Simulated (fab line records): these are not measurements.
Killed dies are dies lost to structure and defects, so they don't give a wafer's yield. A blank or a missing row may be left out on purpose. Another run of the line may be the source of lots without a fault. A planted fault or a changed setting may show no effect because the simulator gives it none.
fab line records | flow sky130
[record] lots = 6 wafers = 18 last_day = 49
route steps=708 shown METAL2@495 VIA2@507 METAL3@532 PAD_OPEN@708
lots with no fault: from the same line, run without faults
start_h: start of the lot's first displayed wafer, in hours after the record's first day | wait_h: hours since the lot's step before | " identical to the entry in the row above | L1.1+2: a single row standing in for several wafers | - no value, or no start given | * or withheld: withheld | < > ~ a bound
route shown NAME@n: NAME is a module with steps in the file, n the number in the route of the first one | usual: average and standard deviation across the fault-free wafers | same: alike in all rows | chamber/n: place in a boat | sites: per-site readings | _std_site: standard deviation of those values | _edge_site: inner sites' mean taken away from outer sites' mean | radius_mm: for every site, how far away it sits from the centre of the wafer | mask NAME#n: copy n | behind: the last tool/chamber to shape the wafer | hold: why the lot was held/for how many hours/how that ended | device: transistor that didn't switch, given as n, p or np | end of line: the route-end tests of the same wafers | for a step that has no rows: nothing shown but its recipe | killed: dies that structure and defects cost at the first sort, which is not the same as the wafer's yield | map: shows each die of a wafer: x if killed, . if not, _ if none is there
set.NAME: the setting as run; set.NAME@STEP: as run at that earlier step | model.NAME: the simulator's own value behind a step, which no gauge read
lots seen at some steps along the route; tables by step, rows by wafer
services: a tool's chamber out of use, with start hour (start_h, from the record's first day; less than 0 if before it), hours out, and reason
[[steps]]
[step SKY_METAL2_EXPOSE_12]
[recipe] mask_id = MM2 na = 0.8 source_shape = annular sigma_inner = 0.55 sigma_outer = 0.85 target_cd_nm = 140 dose_mj = 28
[step SKY_METAL2_PEB_13]
[recipe] peb_temp_c = withheld peb_time_s = withheld resist = KrF-thick
[step SKY_METAL2_DEVELOP_14]
[recipe] develop_time_s = 60 resist = KrF-thick dev_temp_c = 21
[step SKY_METAL2_CD_MEAS_15]
[recipe] target_cd_nm = 140
[usual] cd_nm = 139.7/1.4
// columns lot.wafer tool chamber start_h wait_h cd_nm
L773.1 cd_sem-01 - 850.83 - 138.2
L773.3 " - " " 138.9
L773.6 " - " " 138.5
L775.1 cd_sem-02 - 852.62 - 139.0
L775.2 " - " " 139.7
L775.3 " - " " 140.0
L777.2 cd_sem-02 - 867.75 - 140.3
L777.3 " - " " 139.7
L777.4 " - " " 140.6
L779.1 cd_sem-01 - 880.02 - 137.9
L779.2 " - " " 136.4
L779.5 " - " " 136.4
L781.1 cd_sem-01 - 900.43 - 140.1
L781.3 " - " " 140.8
L781.5 " - " " 139.5
L787.2 cd_sem-01 - 939.34 - 138.5
L787.3 " - " " 139.6
L787.4 " - " " 139.2
[step SKY_METAL2_OVL_MEAS_16]
[usual] METAL2_OVL = -4/5.9
// columns lot.wafer tool chamber start_h wait_h METAL2_OVL[nm]
L773.1 overlay-02 - 850.95 0.1 9
L773.3 " - " " 5
L773.6 " - " " 3
L775.1 overlay-02 - 852.74 0.1 1
L775.2 " - " " 2
L775.3 " - " " 1
L777.2 overlay-01 - 867.86 0.1 -7
L777.3 " - " " -12
L777.4 " - " " 8
L779.1 overlay-02 - 880.14 0.1 -8
L779.2 " - " " -16
L779.5 " - " " -2
L781.1 overlay-02 - 900.55 0.1 5
L781.3 " - " " 3
L781.5 " - " " 1
L787.2 overlay-01 - 939.44 0.1 0
L787.3 " - " " -2
L787.4 " - " " 0
[step SKY_METAL2_DESCUM_17]
[recipe] chemistry = O2 source_power_w = 150 bias_power_w = 0 pressure_mtorr = 10 temp_c = 40 time_s = 8
[usual] drypump_motor_current_A = 5.8/0.42 oes_product_au = 0.997/0.009
// columns lot.wafer tool chamber start_h wait_h drypump_motor_current_A oes_product_au rf_hours_counter_h
L773.1 rie_metal-01 1 850.99 0.0 6.3 0.987 12
L773.3 " 0 " " 5.6 0.999 -
L773.6 " 1 " " 6.4 0.987 -
L775.1 rie_metal-01 1 852.77 0.0 6.4 0.986 12
L775.2 " 0 " " 5.6 1.001 15
L775.3 " 0 " " 5.6 1.007 -
L777.2 rie_metal-03 0 867.90 0.0 5.6 1.015 -
L777.3 " 0 " " 5.6 1.012 -
L777.4 " 0 " " 5.6 1.000 -
L779.1 rie_metal-01 1 880.17 0.0 6.3 0.975 14
L779.2 " 0 " " 5.6 0.992 16
L779.5 " 1 " " 6.3 0.983 -
L781.1 rie_metal-02 1 900.59 0.0 6.1 1.002 9
L781.3 " 0 " " 5.6 1.011 -
L781.5 " 0 " " 5.6 0.998 -
L787.2 rie_metal-01 1 939.47 0.0 6.3 0.986 17
L787.3 " 0 " " 5.6 0.990 -
L787.4 " 1 " " 6.3 0.989 -
[step SKY_METAL2_ETCH_18]
[recipe] chemistry = N2/H2 target = BARC ion_energy_ev = 200 bias_w = 100 pressure_mtorr = 30 n2_flow_sccm = 100 h2_flow_sccm = 200 icp_w = 500 stop_on = SiO2 time_s = 45.9 target_depth_a = 600
[step SKY_METAL2_METAL_ETCH_19]
[recipe] target_depth_a = 3600 stop_on = SiO2 over_etch_frac = 0.2822 time_s = 78 chemistry = Cl2/BCl3 resist_sidewall_deg = 88 pressure_mtorr = 10 icp_w = 900 bias_w = 48.5 Cl2_flow_sccm = 60 bcl3_flow_sccm = 30
[step SKY_METAL2_STRIP_20]
[recipe] chemistry = O2/N2 power_w = 1400 pressure_mtorr = 1500 platen_temp_c = withheld o2_flow_sccm = 3000 n2_flow_sccm = 300 overash_fraction = 0.5
[usual] drypump_motor_current_A = 5.9/0.39 oes_product_au = 0.345/0.0048 strip_time_to_endpoint_s = 2.74/0.037
// columns lot.wafer tool chamber start_h wait_h drypump_motor_current_A oes_product_au rf_hours_counter_h strip_time_to_endpoint_s
L773.1 plasma_asher-03 1 851.17 0.1 5.4 0.346 76 2.78
L773.3 " 1 " " 5.3 0.354 - 2.77
L773.6 " 0 " " 6.2 0.355 - 2.81
L775.1 plasma_asher-01 0 852.96 0.1 6.3 0.355 6 2.81
L775.2 " 1 " " 6.1 0.348 6 2.75
L775.3 " 1 " " 6.1 0.353 - 2.74
L777.2 plasma_asher-03 1 868.26 0.1 5.3 0.343 78 2.66
L777.3 " 1 " " 5.3 0.340 - 2.71
L777.4 " 0 " " 6.2 0.337 - 2.69
L779.1 plasma_asher-03 0 880.36 0.1 6.2 0.348 79 2.80
L779.2 " 1 " " 5.4 0.343 79 2.75
L779.5 " 0 " " 6.2 0.347 - 2.80
L781.1 plasma_asher-01 0 900.78 0.1 6.3 0.350 11 2.77
L781.3 " 1 " " 6.1 0.344 - 2.70
L781.5 " 1 " " 6.2 0.350 - 2.73
L787.2 plasma_asher-01 0 939.66 0.1 6.3 0.344 15 2.73
L787.3 " 1 " " 6.1 0.335 - 2.70
L787.4 " 0 " " 6.3 0.351 - 2.74
[step SKY_METAL2_STRIP_21]
[recipe] chemistry = post_etch_residue_remover time_s = 1200 temp_c = 72.5
[step SKY_METAL2_CLEAN_22]
[recipe] chemistry = IPA time_s = 180 temp_c = 25
[step SKY_METAL2_CLEAN_23]
[recipe] chemistry = O3/DIW dry = n2_spin
[step SKY_VIA2_HDPCVD_00]
[recipe] material = SiO2 target_thk_nm = 1180 sigma_open_frac = 0.3 time_s = 196.7 temp_c = 400 sih4_flow_sccm = 60 pressure_mtorr = 6
// columns lot.wafer tool chamber start_h wait_h
L773.1+3+6 hdpcvd-02 0,1,2 851.77 0.0
L775.1+2+3 hdpcvd-02 0,1,2 853.55 0.0
L777.2+3+4 hdpcvd-02 0,1,0 868.85 0.0
L779.1+2+5 hdpcvd-02 0,2,0 880.98 0.0
L781.1+3+5 hdpcvd-02 0,2,2 901.48 0.0
L787.2+3+4 hdpcvd-01 2,0,2 940.31 0.0
[step SKY_VIA2_THK_MEAS_01]
[recipe] reads = SiO2_of_VIA2_HDPCVD_00
[usual] VIA2_HDPCVD_THK = 1176/11
// columns lot.wafer tool chamber start_h wait_h VIA2_HDPCVD_THK[nm]
L773.1 film_metro-01 - 851.89 0.1 1172
L773.3 " - " " 1179
L773.6 " - " " 1176
L775.1 film_metro-01 - 853.67 0.1 1169
L775.2 " - " " 1186
L775.3 " - " " 1190
L777.2 film_metro-03 - 868.99 0.1 1186
L777.3 " - " " 1188
L777.4 " - " " 1174
L779.1 film_metro-03 - 881.11 0.1 1180
L779.2 " - " " 1160
L779.5 " - " " 1169
L781.1 film_metro-01 - 901.61 0.1 1174
L781.3 " - " " 1170
L781.5 " - " " 1178
L787.2 film_metro-02 - 940.44 0.1 1190
L787.3 " - " " 1186
L787.4 " - " " 1180
[step SKY_VIA2_CMP_02]
[recipe] material = SiO2 down_force_psi = 4 platen_rpm = 60 pad_velocity_m_s = 0.94248
[step SKY_VIA2_BOW_MEAS_03]
[recipe] mode = bow
[usual] VIA2_BOW = 86/7.8
// columns lot.wafer tool chamber start_h wait_h VIA2_BOW[um]
L773.1 film_metro-01 - 852.25 0.2 103
L773.3 " - " " 93
L773.6 " - " " 84
L775.1 film_metro-01 - 854.30 0.2 79
L775.2 " - " " 82
L775.3 " - " " 85
L777.2 film_metro-02 - 869.36 0.2 73
L777.3 " - " " 91
L777.4 " - " " 93
L779.1 film_metro-03 - 881.47 0.1 94
L779.2 " - " " 92
L779.5 " - " " 94
L781.1 film_metro-02 - 901.97 0.1 81
L781.3 " - " " 88
L781.5 " - " " 84
L787.2 film_metro-03 - 940.81 0.2 68
L787.3 " - " " 77
L787.4 " - " " 84
[step SKY_VIA2_DEHYDRATE_04]
[recipe] temp_c = 200 time_s = 60
[step SKY_VIA2_HMDS_05]
[recipe] prime_time_s = 60 prime_temp_c = 120
[step SKY_VIA2_COAT_06]
[recipe] resist = BARC temp_c = withheld time_s = withheld spin_rpm = 3000 resist_thk_nm = 60
[step SKY_VIA2_COAT_07]
[recipe] resist = KrF-thick spin_rpm = 3000 resist_thk_nm = 450
[step SKY_VIA2_SOFTBAKE_08]
[recipe] temp_c = 100 time_s = 90 resist = KrF-thick
[step SKY_VIA2_EXPOSE_09]
[recipe] mask_id = VIM2 na = 0.8 source_shape = annular sigma_inner = 0.55 sigma_outer = 0.85 target_cd_nm = 200 dose_mj = 38
[step SKY_VIA2_PEB_10]
[recipe] peb_temp_c = withheld peb_time_s = withheld resist = KrF-thick
[step SKY_VIA2_DEVELOP_11]
[recipe] develop_time_s = 60 resist = KrF-thick dev_temp_c = 21
[step SKY_VIA2_CD_MEAS_12]
[recipe] target_cd_nm = 200
[usual] cd_nm = 200.5/1.5
// columns lot.wafer tool chamber start_h wait_h cd_nm
L773.1 cd_sem-02 - 878.83 - 198.0
L773.3 " - " " 199.9
L773.6 " - " " 197.8
L775.1 cd_sem-02 - 880.13 - 203.0
L775.2 " - " " 202.8
L775.3 " - " " 203.5
L777.2 cd_sem-01 - 894.85 - 199.4
L777.3 " - " " 199.3
L777.4 " - " " 200.6
L779.1 cd_sem-02 - 906.63 - 199.7
L779.2 " - " " 199.3
L779.5 " - " " 199.6
L781.1 cd_sem-02 - 926.83 - 198.7
L781.3 " - " " 198.1
L781.5 " - " " 200.1
L787.2 cd_sem-01 - 965.20 - 202.5
L787.3 " - " " 202.0
L787.4 " - " " 202.5
[step SKY_VIA2_OVL_MEAS_13]
[usual] VIA2_OVL = 0/6
// columns lot.wafer tool chamber start_h wait_h VIA2_OVL[nm]
L773.1 overlay-01 - 878.95 0.1 7
L773.3 " - " " 7
L773.6 " - " " 22
L775.1 overlay-01 - 880.25 0.1 4
L775.2 " - " " 4
L775.3 " - " " 9
L777.2 overlay-02 - 894.95 0.1 -2
L777.3 " - " " -6
L777.4 " - " " -5
L779.1 overlay-01 - 906.75 0.1 -1
L779.2 " - " " 5
L779.5 " - " " -3
L781.1 overlay-02 - 926.95 0.1 3
L781.3 " - " " -3
L781.5 " - " " -6
L787.2 overlay-01 - 965.31 0.1 -4
L787.3 " - " " -1
L787.4 " - " " -5
[step SKY_VIA2_ETCH_14]
[recipe] chemistry = N2/H2 target = BARC ion_energy_ev = 200 source_w = 500 bias_w = 100 pressure_mtorr = 30 n2_flow_sccm = 100 h2_flow_sccm = 200 stop_on = SiO2 time_s = 45.9 target_depth_a = 600
[step SKY_VIA2_ETCH_15]
[recipe] target = SiO2 chemistry = C4F8/O2/Ar target_depth_nm = 546 stop_on = TiN mask_material = KrF-thick source_w = 1500 bias_w = 1200 pressure_mtorr = 40 c4f8_flow_sccm = withheld O2_flow_sccm = 6 Ar_flow_sccm = 300 time_s = 84
[step SKY_VIA2_STRIP_16]
[recipe] chemistry = O2/N2 power_w = 1400 pressure_mtorr = 1500 platen_temp_c = withheld o2_flow_sccm = 3000 n2_flow_sccm = 300 overash_fraction = 0.5
[step SKY_VIA2_STRIP_17]
[recipe] chemistry = post_etch_residue_remover time_s = 1200 temp_c = 72.5
[step SKY_VIA2_CLEAN_18]
[recipe] chemistry = IPA time_s = 180 temp_c = 25
[step SKY_VIA2_CLEAN_19]
[recipe] chemistry = O3/DIW dry = n2_spin
[step SKY_VIA2_SPUTTER_20]
[recipe] material = TiN target_thk_nm = 20 chamber_pressure_pa = 5 power_w = 4000 time_s = 80
[usual] throttle_valve_pct = 30.2/1.1
// columns lot.wafer tool chamber start_h wait_h throttle_valve_pct
L773.1 pvd_sputter-04 - 879.71 0.0 30.3
L773.3 " - " " 29.4
L773.6 " - " " 29.5
L775.1 pvd_sputter-02 - 881.07 0.0 29.9
L775.2 " - " " 29.6
L775.3 " - " " 28.3
L777.2 pvd_sputter-02 - 895.69 0.0 30.1
L777.3 " - " " 29.7
L777.4 " - " " 28.8
L779.1 pvd_sputter-04 - 907.53 0.0 32.8
L779.2 " - " " 29.8
L779.5 " - " " 29.5
L781.1 pvd_sputter-04 - 927.69 0.0 30.6
L781.3 " - " " 29.0
L781.5 " - " " 30.2
L787.2 pvd_sputter-04 - 966.04 0.0 30.4
L787.3 " - " " 32.7
L787.4 " - " " 29.9
[step SKY_VIA2_CVD_21]
[recipe] material = W target_thk_nm = 420 time_s = 126.4 temp_c = 400 pressure_torr = 40
[step SKY_VIA2_RS_MEAS_22]
[recipe] thk_meas_gauge = four-point-probe reads = W_of_VIA2_CVD_21+TiN_of_VIA2_SPUTTER_20
[usual] VIA2_W_RS = 0.272/0.0041
// columns lot.wafer tool chamber start_h wait_h VIA2_W_RS[ohm/sq]
L773.1 film_metro-01 - 879.90 0.1 0.273
L773.3 " - " " 0.267
L773.6 " - " " 0.265
L775.1 film_metro-01 - 881.26 0.1 0.269
L775.2 " - " " 0.273
L775.3 " - " " 0.272
L777.2 film_metro-02 - 895.90 0.1 0.275
L777.3 " - " " 0.276
L777.4 " - " " 0.277
L779.1 film_metro-03 - 907.72 0.1 0.281
L779.2 " - " " 0.275
L779.5 " - " " 0.278
L781.1 film_metro-01 - 927.88 0.1 0.267
L781.3 " - " " 0.274
L781.5 " - " " 0.262
L787.2 film_metro-03 - 966.25 0.1 0.269
L787.3 " - " " 0.274
L787.4 " - " " 0.272
[step SKY_VIA2_THK_MEAS_23]
[recipe] thk_meas_gauge = xrf reads = W_of_VIA2_CVD_21
[usual] VIA2_W_THK = 426/11
// columns lot.wafer tool chamber start_h wait_h VIA2_W_THK[nm]
L773.1 film_metro-01 - 880.02 0.1 413
L773.3 " - " " 423
L773.6 " - " " 426
L775.1 film_metro-01 - 881.38 0.1 418
L775.2 " - " " 413
L775.3 " - " " 416
L777.2 film_metro-02 - 896.01 0.1 430
L777.3 " - " " 426
L777.4 " - " " 423
L779.1 film_metro-03 - 907.84 0.1 422
L779.2 " - " " 428
L779.5 " - " " 424
L781.1 film_metro-01 - 928.00 0.1 425
L781.3 " - " " 413
L781.5 " - " " 437
L787.2 film_metro-03 - 966.36 0.1 440
L787.3 " - " " 432
L787.4 " - " " 434
[step SKY_VIA2_CMP_24]
[recipe] stop_on = SiO2 t_overpolish_s = 20 down_force_psi = 3.5 platen_rpm = 60 target_thk_nm = 0 pad_velocity_m_s = 0.94248
[step SKY_METAL3_SPUTTER_00]
[recipe] material = Ti target_thk_nm = 15 power_w = 3000 time_s = 10 chamber_pressure_pa = 0.4
[usual] throttle_valve_pct = 29.7/1.1
// columns lot.wafer tool chamber start_h wait_h throttle_valve_pct
L773.1 pvd_sputter-01 - 880.38 0.2 28.5
L773.3 " - " " 30.5
L773.6 " - " " 30.1
L775.1 pvd_sputter-01 - 881.74 0.1 29.8
L775.2 " - " " 31.4
L775.3 " - " " 28.5
L777.2 pvd_sputter-03 - 896.36 0.1 30.0
L777.3 " - " " 29.8
L777.4 " - " " 30.0
L779.1 pvd_sputter-03 - 908.20 0.2 29.7
L779.2 " - " " 30.1
L779.5 " - " " 27.6
L781.1 pvd_sputter-03 - 928.36 0.1 30.4
L781.3 " - " " 28.1
L781.5 " - " " 30.2
L787.2 pvd_sputter-03 - 966.77 0.1 27.9
L787.3 " - " " 29.9
L787.4 " - " " 30.0
[step SKY_METAL3_SPUTTER_01]
[recipe] material = TiN target_thk_nm = 20 power_w = 6500 time_s = 16.7 chamber_pressure_pa = 0.4
[step SKY_METAL3_SPUTTER_02]
[recipe] material = AlCu target_thk_nm = 735 power_w = 10600 time_s = 39.1 chamber_pressure_pa = 0.4
[usual] throttle_valve_pct = 29.7/1.1
// columns lot.wafer tool chamber start_h wait_h throttle_valve_pct
L773.1 pvd_sputter-01 - 880.43 0.0 28.5
L773.3 " - " " 30.5
L773.6 " - " " 30.0
L775.1 pvd_sputter-01 - 881.79 0.0 29.7
L775.2 " - " " 31.6
L775.3 " - " " 28.8
L777.2 pvd_sputter-03 - 896.41 0.0 30.0
L777.3 " - " " 29.7
L777.4 " - " " 30.1
L779.1 pvd_sputter-03 - 908.25 0.0 29.9
L779.2 " - " " 30.0
L779.5 " - " " 27.8
L781.1 pvd_sputter-03 - 928.41 0.0 30.0
L781.3 " - " " 27.8
L781.5 " - " " 30.1
L787.2 pvd_sputter-03 - 966.82 0.0 27.6
L787.3 " - " " 30.1
L787.4 " - " " 29.8
[step SKY_METAL3_SPUTTER_03]
[recipe] material = Ti target_thk_nm = 5 power_w = 2889 time_s = 3.3 chamber_pressure_pa = 0.4
[step SKY_METAL3_SPUTTER_04]
[recipe] material = TiN target_thk_nm = 70 power_w = 6500 time_s = 58.3 chamber_pressure_pa = 0.4
[step SKY_PAD_OPEN_PROBE_99]
[usual] defect_limited_yield = 82.9/1.8 killed_at_M0_to_M3 = 42/7.2 killed_at_M4_up = 3.2/1.8 killed_at_contacts = 24/5.4 killed_at_front_end = 15/4 killed_at_other = 0.3/0.59 killed_dies = 84/9 killed_open = 46/7.1 killed_short = 38/6 sort_bin_3_pad_short = 0.8/0.41 sort_bin_5_function = 10.1/1.3 sort_bin_6_memory = 6.3/1.2 sort_n_pass = 408/9 sort_yield_pct = 82.9/1.8
[same] gross_dies = 492 killed_at_back_side = 0 sort_bin_4_leakage[%] = 0 sort_bin_8_speed[%] = 0
// columns lot.wafer tool chamber start_h wait_h defect_limited_yield[%] killed_at_M0_to_M3 killed_at_M4_up killed_at_contacts killed_at_front_end killed_at_other killed_dies killed_open killed_short sort_bin_3_pad_short[%] sort_bin_5_function[%] sort_bin_6_memory[%] sort_n_pass sort_yield_pct[%] model.etest.tester.sort_n_pass model.etest.tester.sort_yield_pct model.etest.tester.sort_bin_5_pct model.etest.tester.sort_bin_3_pct
L775.1 prober-02 - 1108.44 0.1 84.1 36 2 21 19 0 78 35 43 1.4 9.8 4.7 414 84.1 414 84.15 9.756 1.423
L775.2 prober-02 - 1108.49 0.1 82.5 48 6 24 8 0 86 42 44 1.4 10.4 5.7 406 82.5 406 82.52 10.37 1.423
L775.3 prober-02 - 1108.54 0.2 84.6 47 2 14 13 0 76 38 38 0 10.2 5.3 416 84.6 416 84.55 10.16 0
L773.1 prober-01 - 1109.30 0.1 85.0 34 5 23 12 0 74 36 38 0.6 9.6 4.9 418 85.0 418 84.96 9.553 0.6098
L773.3 prober-01 - 1109.40 0.2 88.0 26 4 21 8 0 59 30 29 1.0 7.3 3.7 433 88.0 433 88.01 7.317 1.016
L773.6 prober-01 - 1109.55 0.2 84.3 35 5 20 17 0 77 37 40 0.8 8.1 6.7 415 84.3 415 84.35 8.13 0.813
L777.2 prober-01 - 1112.28 0.1 83.7 35 2 35 6 2 80 39 40 1.2 11.0 4.1 412 83.7 412 83.74 10.98 1.22
L777.3 prober-01 - 1112.33 0.2 85.4 41 1 20 10 0 72 34 38 0.6 9.6 4.5 420 85.4 420 85.37 9.553 0.6098
L777.4 prober-01 - 1112.38 0.2 83.3 44 2 26 10 0 82 40 42 1.2 10.6 4.9 410 83.3 410 83.33 10.57 1.22
L779.1 prober-02 - 1127.06 0.1 80.5 63 6 14 13 0 96 38 35 3.7 9.8 6.1 396 80.5 396 80.49 9.756 3.659
L779.2 prober-02 - 1127.11 0.1 75.6 79 6 19 16 0 120 33 35 2.4 16.5 5.5 372 75.6 372 75.61 16.46 2.439
L779.5 prober-02 - 1127.26 0.2 79.7 59 1 23 16 1 100 44 35 1.8 12.2 6.3 392 79.7 392 79.67 12.2 1.829
L781.1 prober-02 - 1137.92 0.1 78.9 69 1 26 8 0 104 38 40 2.2 13.6 5.3 388 78.9 388 78.86 13.62 2.236
L781.3 prober-02 - 1138.02 0.2 76.2 74 4 26 12 1 117 42 28 1.6 16.1 6.1 375 76.2 375 76.22 16.06 1.626
L781.5 prober-02 - 1138.12 0.2 76.8 87 3 14 10 0 114 38 27 2.2 15.4 5.5 378 76.8 378 76.83 15.45 2.236
L787.2 prober-02 - 1171.18 0.1 84.3 39 2 21 14 1 77 37 38 0.8 9.6 5.3 415 84.3 415 84.35 9.553 0.813
L787.3 prober-02 - 1171.23 0.2 85.0 32 3 25 14 0 74 39 34 1.0 8.9 5.1 418 85.0 418 84.96 8.943 1.016
L787.4 prober-02 - 1171.28 0.2 83.3 47 4 18 13 0 82 42 40 1.2 9.3 6.1 410 83.3 410 83.33 9.35 1.22
// killed by level:class
L775.1 CONTACT:geometric_particle:open=8 VIA3:geometric_particle:open=8 CONTACT:geometric_particle:short=7 FIELD_ISO:geometric_particle:open=6 METAL2:geometric_particle:short=6 METAL3:geometric_particle:short=5 VIA1:geometric_particle:open=5 FIELD_ISO:geometric_particle:short=4
L775.2 CONTACT:geometric_particle:open=8 METAL1:geometric_particle:short=8 VIA1:geometric_particle:open=8 METAL2:geometric_particle:short=8 VIA3:geometric_particle:open=6 CONTACT:geometric_particle:short=6 LI_CONTACT:geometric_particle:open=6 VIA2:geometric_particle:open=6
L775.3 VIA1:geometric_particle:open=14 METAL1:geometric_particle:short=6 METAL2:geometric_particle:short=6 LOCAL_INTERCONNECT:geometric_particle:short=5 FIELD_ISO:geometric_particle:open=4 VIA3:geometric_particle:open=4 CONTACT:geometric_particle:open=4 VIA1:geometric_particle:short=4
L773.1 LOCAL_INTERCONNECT:geometric_particle:short=9 CONTACT:geometric_particle:open=8 VIA1:geometric_particle:short=7 VIA1:geometric_particle:open=7 FIELD_ISO:geometric_particle:short=5 VIA2:geometric_particle:open=5 VIA3:geometric_particle:open=4 FIELD_ISO:geometric_particle:open=3
L773.3 CONTACT:geometric_particle:open=8 LOCAL_INTERCONNECT:geometric_particle:short=5 VIA1:geometric_particle:short=5 LI_CONTACT:geometric_particle:open=4 CONTACT:geometric_particle:short=4 VIA1:geometric_particle:open=4 METAL1:geometric_particle:short=3 VIA2:geometric_particle:open=3
L773.6 CONTACT:geometric_particle:open=6 LI_CONTACT:geometric_particle:open=5 LOCAL_INTERCONNECT:geometric_particle:short=5 METAL1:geometric_particle:short=5 VIA1:geometric_particle:open=5 VIA1:geometric_particle:short=5 POLY_GATE:geometric_particle:short=4 VIA3:geometric_particle:open=4
L777.2 LI_CONTACT:geometric_particle:open=11 VIA1:geometric_particle:open=11 CONTACT:geometric_particle:short=7 CONTACT:geometric_particle:open=6 LI_CONTACT:geometric_particle:short=5 LOCAL_INTERCONNECT:geometric_particle:short=5 VIA2:geometric_particle:open=4 VIA1:geometric_particle:short=4
L777.3 VIA3:geometric_particle:open=11 CONTACT:geometric_particle:open=7 METAL2:geometric_particle:short=6 LOCAL_INTERCONNECT:geometric_particle:short=5 METAL1:geometric_particle:short=4 VIA1:geometric_particle:open=4 VIA2:geometric_particle:short=4 FIELD_ISO:geometric_particle:short=3
L777.4 VIA1:geometric_particle:open=10 CONTACT:geometric_particle:open=8 METAL3:geometric_particle:short=7 CONTACT:geometric_particle:short=6 METAL2:geometric_particle:short=6 LI_CONTACT:geometric_particle:open=5 VIA3:geometric_particle:open=5 POLY_GATE:geometric_particle:short=4
L779.1 VIA2:unspecified=23 VIA3:geometric_particle:open=9 METAL2:geometric_particle:short=7 LI_CONTACT:geometric_particle:open=6 VIA2:geometric_particle:open=6 METAL4:geometric_particle:short=6 VIA1:geometric_particle:short=5 FIELD_ISO:geometric_particle:open=4
L779.2 VIA2:unspecified=52 VIA1:geometric_particle:open=6 CONTACT:geometric_particle:open=6 FIELD_ISO:geometric_particle:short=5 FIELD_ISO:geometric_particle:open=5 LI_CONTACT:geometric_particle:open=5 CONTACT:geometric_particle:short=5 METAL4:geometric_particle:short=5
L779.5 VIA2:unspecified=21 VIA1:geometric_particle:open=10 CONTACT:geometric_particle:open=7 FIELD_ISO:geometric_particle:open=5 METAL2:geometric_particle:short=5 POLY_GATE:geometric_particle:open=5 LI_CONTACT:geometric_particle:open=5 VIA2:geometric_particle:open=5
L781.1 VIA2:unspecified=25 CONTACT:geometric_particle:open=8 LI_CONTACT:geometric_particle:open=7 METAL1:geometric_particle:short=7 VIA1:geometric_particle:open=7 VIA2:geometric_particle:open=6 VIA3:geometric_particle:open=6 LOCAL_INTERCONNECT:geometric_particle:short=5
L781.3 VIA2:unspecified=47 VIA1:geometric_particle:open=8 VIA2:geometric_particle:open=7 CONTACT:geometric_particle:short=7 CONTACT:geometric_particle:open=6 LI_CONTACT:geometric_particle:open=5 LOCAL_INTERCONNECT:geometric_particle:short=4 POLY_GATE:geometric_particle:open=3
L781.5 VIA2:unspecified=49 VIA1:geometric_particle:open=11 VIA2:geometric_particle:open=6 VIA3:geometric_particle:short=6 CONTACT:geometric_particle:open=5 VIA3:geometric_particle:open=4 LOCAL_INTERCONNECT:geometric_particle:short=4 METAL1:geometric_particle:short=3
L787.2 VIA1:geometric_particle:open=8 CONTACT:geometric_particle:open=8 METAL2:geometric_particle:short=8 CONTACT:geometric_particle:short=6 METAL1:geometric_particle:short=6 VIA2:geometric_particle:open=6 VIA3:geometric_particle:open=5 FIELD_ISO:geometric_particle:short=4
L787.3 CONTACT:geometric_particle:open=10 VIA3:geometric_particle:open=8 LI_CONTACT:geometric_particle:open=7 VIA1:geometric_particle:open=7 FIELD_ISO:geometric_particle:short=5 VIA2:geometric_particle:short=5 METAL2:geometric_particle:short=5 FIELD_ISO:geometric_particle:open=4
L787.4 VIA1:geometric_particle:open=13 LI_CONTACT:geometric_particle:open=6 METAL2:geometric_particle:short=5 VIA3:geometric_particle:open=5 METAL1:geometric_particle:short=5 METAL3:geometric_particle:short=5 VIA2:geometric_particle:open=4 CONTACT:geometric_particle:open=4
// map L779.2 (x killed, . not)
__________x..x...xx._________
________..x......x.x.x_______
______.........x.....x.._____
_____.......x..x.........____
____...x.......xxx....x...___
___.x..x.......x.x...xx.x..__
__........x..x.......x......_
_..................x.........
_...........x.......xx......x
_........x...x...xxxxx.x...xx
_........x.x..xxxxxxx.xx.....
_.............x.xxxxxxx.x....
_......x....x...xxxxxxxxx....
_....x......xx..xxxxxxx.x...x
_....x........x.xxxxxx.....xx
__.x..........x..xxxx...x..._
___...x..x.x..........x..x.__
____....x.................___
_____x.x....x...x..x.....____
______x................._____
________x....x.x......_______
__________xx......x._________
// map L781.3 (x killed, . not)
__________.x....x..._________
________x........x...._______
______x...x..x...x.x...._____
_____...............x..x.____
____............x.........___
___.............x.x........__
__..x.x....xx.....x.x.....x._
_...............x..x....x....
_.x....x......x.x..xx........
_.x...x.........xxxxxx.x.....
_.x...x...x.x...xxxxxxx.x....
_......x..x..x.xxxxxxxxx.x...
_...x..........xxxxxxxxxx....
_..............xx.xxxxx......
_...x...x......xxxxxxxx....x.
__.x..............x.x..xx.x._
___.......xx.......xx....xx__
____......x.x..x...x......___
_____.x..............xx..____
______.........x.....xx._____
________.............._______
__________.....x.x.._________
[[services]]
// columns tool chamber start_h hours kind
pvd_sputter-01 - 830.83 1.4 repair
rie_metal-01 - 841.49 2.8 pm
rie_metal-03 0 843.57 - clean
rie_metal-03 0 843.57 18.4 scheduled_down
rie_metal-03 0 843.57 18.4 vent_cycle
pvd_sputter-03 - 845.76 13.7 repair
rie_metal-03 - 845.88 2.8 pm
pvd_sputter-02 - 852.41 1.9 repair
plasma_asher-03 - 859.73 2.8 pm
rie_metal-03 1 861.96 - clean
rie_metal-03 1 861.96 25.7 scheduled_down
rie_metal-03 1 861.96 25.7 vent_cycle
pvd_sputter-04 - 878.41 0.5 repair
hdpcvd-01 0 883.12 1.8 repair
pvd_sputter-02 - 891.42 2.8 repair
rie_metal-01 0 900.14 - clean
rie_metal-01 0 900.14 20.8 scheduled_down
rie_metal-01 0 900.14 20.8 vent_cycle
pvd_sputter-03 - 939.44 8.1 repair
rie_metal-02 - 948.69 1.5 repair
hdpcvd-01 - 950.25 15.0 pm
hdpcvd-01 0 950.25 15.0 vent_cycle
hdpcvd-01 1 950.25 15.0 vent_cycle
plasma_asher-01 - 962.56 0.5 repair
[[key]]
[first_sign] step = SKY_PAD_OPEN_PROBE_99 reading = killed_at_M0_to_M3 direction = up sigmas = 4.2 usual = 42 struck = 72
[effect] step = SKY_PAD_OPEN_PROBE_99 reading = sort_bin_3_pad_short direction = up sigmas = 3.7 usual = 0.8 struck = 2.3
[model_effect] step = SKY_PAD_OPEN_PROBE_99 value = etest.tester.sort_n_pass without = 414.2 struck = 383.5
met_at SKY_VIA2_HDPCVD_00
struck_wafers L779.1,L779.2,L779.5,L781.1,L781.3,L781.5
onset_between 868.85 880.98
[fault] kind = chamber_particle_source tool = hdpcvd-02 chamber = - onset_h = 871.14 steps = SKY_VIA2_HDPCVD_00 rate_per_visit_cm2 = 0.68906
